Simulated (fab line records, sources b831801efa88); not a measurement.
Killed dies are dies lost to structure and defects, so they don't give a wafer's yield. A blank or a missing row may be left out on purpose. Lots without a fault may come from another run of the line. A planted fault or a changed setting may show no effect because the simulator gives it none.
Which tool did it? | flow sky130 | 12 lots, 36 wafers sampled, at 5 steps of a route of 708

WHAT THE GAUGES READ, wafer by wafer
SKY_VT_ADJUST_LVTN_TW_MEAS_10.
lot  | measured     | on            | VT_ADJUST_LVTN_TW
L407 | day 6 20:05  | film_metro-03 | 242.1 242.7 240.3
L408 | day 7 03:18  | film_metro-02 | 240.2 239.4 238.4
L409 | day 7 11:34  | film_metro-02 | 239.7 239.5 239.0
L410 | day 7 20:37  | film_metro-01 | 245.2 242.9 244.7
L411 | day 8 04:01  | film_metro-03 | 241.8 242.1 242.8
L412 | day 8 09:07  | film_metro-02 | 238.7 238.5 238.3
L413 | day 8 13:25  | film_metro-03 | 241.6 242.4 242.4
L416 | day 9 07:54  | film_metro-03 | 242.3 241.2 242.0
L417 | day 9 11:19  | film_metro-02 | 241.7 241.8 242.4
L418 | day 9 20:55  | film_metro-02 | 242.0 241.1 241.8
L419 | day 10 11:11 | film_metro-02 | 240.6 240.7 241.6
L420 | day 10 15:37 | film_metro-02 | 240.5 242.7 241.5

SKY_VT_ADJUST_LVTN_OVL_MEAS_18.
lot  | measured     | on         | VT_ADJUST_LVTN_01_OVL (nm)
L407 | day 7 15:35  | overlay-01 | 0.0 -0.4 1.9
L408 | day 7 23:11  | overlay-01 | 0.0 1.4 -0.7
L409 | day 8 07:56  | overlay-02 | 0.8 0.7 1.7
L410 | day 8 16:38  | overlay-02 | 1.0 1.7 1.3
L411 | day 9 00:11  | overlay-02 | 0.4 0.7 1.9
L412 | day 9 04:56  | overlay-01 | 1.1 0.2 1.1
L413 | day 9 09:47  | overlay-01 | 2.9 0.8 1.9
L416 | day 10 05:10 | overlay-01 | -0.6 1.5 2.0
L417 | day 10 08:56 | overlay-02 | -0.8 0.0 -0.2
L418 | day 10 19:23 | overlay-01 | -0.5 -0.2 0.0
L419 | day 11 09:38 | overlay-02 | -0.2 -1.5 -0.7
L420 | day 11 15:32 | overlay-01 | 0.7 -0.1 0.0

SKY_VT_ADJUST_NCORE_TW_MEAS_11.
lot  | measured     | on            | VT_ADJUST_NCORE_TW
L407 | day 8 12:36  | film_metro-04 | 219.3 218.7 218.1
L408 | day 8 19:50  | film_metro-04 | 219.0 217.9 218.7
L409 | day 9 04:27  | film_metro-01 | 218.5 220.9 220.0
L410 | day 9 13:17  | film_metro-02 | 218.8 220.7 219.9
L411 | day 9 21:29  | film_metro-02 | 219.0 220.0 220.5
L412 | day 10 01:50 | film_metro-04 | 219.7 218.1 218.8
L413 | day 10 07:38 | film_metro-01 | 219.3 221.6 220.8
L416 | day 11 05:15 | film_metro-04 | 218.8 219.0 217.7
L417 | day 11 08:08 | film_metro-02 | 317.1 318.3 317.5
L418 | day 11 19:41 | film_metro-02 | 316.7 318.4 316.6
L419 | day 12 11:04 | film_metro-04 | 317.3 318.6 317.2
L420 | day 12 16:44 | film_metro-01 | 323.0 324.1 321.9

WHICH TOOL RAN EACH LOT (tool, then ch and the chambers of the sampled wafers, then the start)
lot  | SKY_VT_ADJUST_LVTN_STRIP_09          | SKY_VT_ADJUST_NCORE_IMPLANT_09
L407 | plasma_asher-04 ch 0,1, day 6 19:59  | implanter-03 ch 0, day 8 12:23
L408 | plasma_asher-02 ch 0,1, day 7 03:12  | implanter-03 ch 0, day 8 19:35
L409 | plasma_asher-04 ch 0,1, day 7 11:28  | implanter-03 ch 0, day 9 04:12
L410 | plasma_asher-04 ch 0,1, day 7 20:30  | implanter-04 ch 0, day 9 13:04
L411 | plasma_asher-04 ch 0,1, day 8 03:56  | implanter-03 ch 0, day 9 21:16
L412 | plasma_asher-02 ch 0,1, day 8 09:01  | implanter-04 ch 0, day 10 01:36
L413 | plasma_asher-04 ch 0,1, day 8 13:20  | implanter-04 ch 0, day 10 07:25
L416 | plasma_asher-04 ch 0,1, day 9 07:48  | implanter-01 ch 0, day 11 05:00
L417 | plasma_asher-02 ch 0,1, day 9 11:12  | implanter-03 ch 0, day 11 07:55
L418 | plasma_asher-01 ch 0,1, day 9 20:49  | implanter-03 ch 0, day 11 19:27
L419 | plasma_asher-02 ch 0,1, day 10 11:06 | implanter-01 ch 0, day 12 10:52
L420 | plasma_asher-02 ch 0, day 10 15:31   | implanter-01 ch 0, day 12 16:30
- SKY_VT_ADJUST_LVTN_STRIP_09: strips in O2/N2.
- SKY_VT_ADJUST_NCORE_IMPLANT_09

WHAT THE TOOLS THEMSELVES READ (means of the sampled wafers that have a number; where no wafer has one, the mark that the record gives instead)
SKY_VT_ADJUST_LVTN_STRIP_09.
lot  | tool            | drypump_motor_current_A (A) | oes_product_au (a.u.) | strip_time_to_endpoint_s (s)
L407 | plasma_asher-04 | 5.77                        | 0.723                 | 36.89
L408 | plasma_asher-02 | 5.60                        | 0.719                 | 37.03
L409 | plasma_asher-04 | 5.77                        | 0.722                 | 36.98
L410 | plasma_asher-04 | 5.79                        | 0.724                 | 36.96
L411 | plasma_asher-04 | 5.77                        | 0.723                 | 37.00
L412 | plasma_asher-02 | 5.62                        | 0.724                 | 36.91
L413 | plasma_asher-04 | 5.79                        | 0.724                 | 37.08
L416 | plasma_asher-04 | 5.78                        | 0.723                 | 36.94
L417 | plasma_asher-02 | 5.61                        | 0.722                 | 36.95
L418 | plasma_asher-01 | 5.76                        | 0.723                 | 37.02
L419 | plasma_asher-02 | 5.59                        | 0.721                 | 36.95
L420 | plasma_asher-02 | 5.65                        | 0.725                 | 36.95

THE ANSWER, worked out from the rows above alone
Rule: what is usual is taken from the lots themselves. Put in order of their means at a reading, lots are off if they are a third of the lots or fewer, leave a main group of 4 or more, and stand apart from it by a gap of 3 or more times the standard deviation of the main group's means; of several such gaps the widest counts. A main group whose means are all the same, to the digits that the tables above print for the reading, isn't used. A lot without any number at a reading at which 4 lots or more have one is off too. The other lots that the step has rows for count as sound. The gauges are gone through in route order, then the tools' own readings, and for those a lot's mean is taken as printed above. The first step at which some lot is off is used, and at that step the reading that is off furthest; a lot without a number counts as furthest.
Off: L417, L418, L419, L420, at SKY_VT_ADJUST_NCORE_TW_MEAS_11 (VT_ADJUST_NCORE_TW). The main group: mean 219.3, standard deviation 0.72.
A tool fits if, at a process step before that reading, it ran every lot that is off, and no sound lot after the first of them. The gauges at SKY_VT_ADJUST_NCORE_TW_MEAS_11 are tried like those tools. None of those tried fits.

WHAT THE SIMULATOR HAD PUT IN
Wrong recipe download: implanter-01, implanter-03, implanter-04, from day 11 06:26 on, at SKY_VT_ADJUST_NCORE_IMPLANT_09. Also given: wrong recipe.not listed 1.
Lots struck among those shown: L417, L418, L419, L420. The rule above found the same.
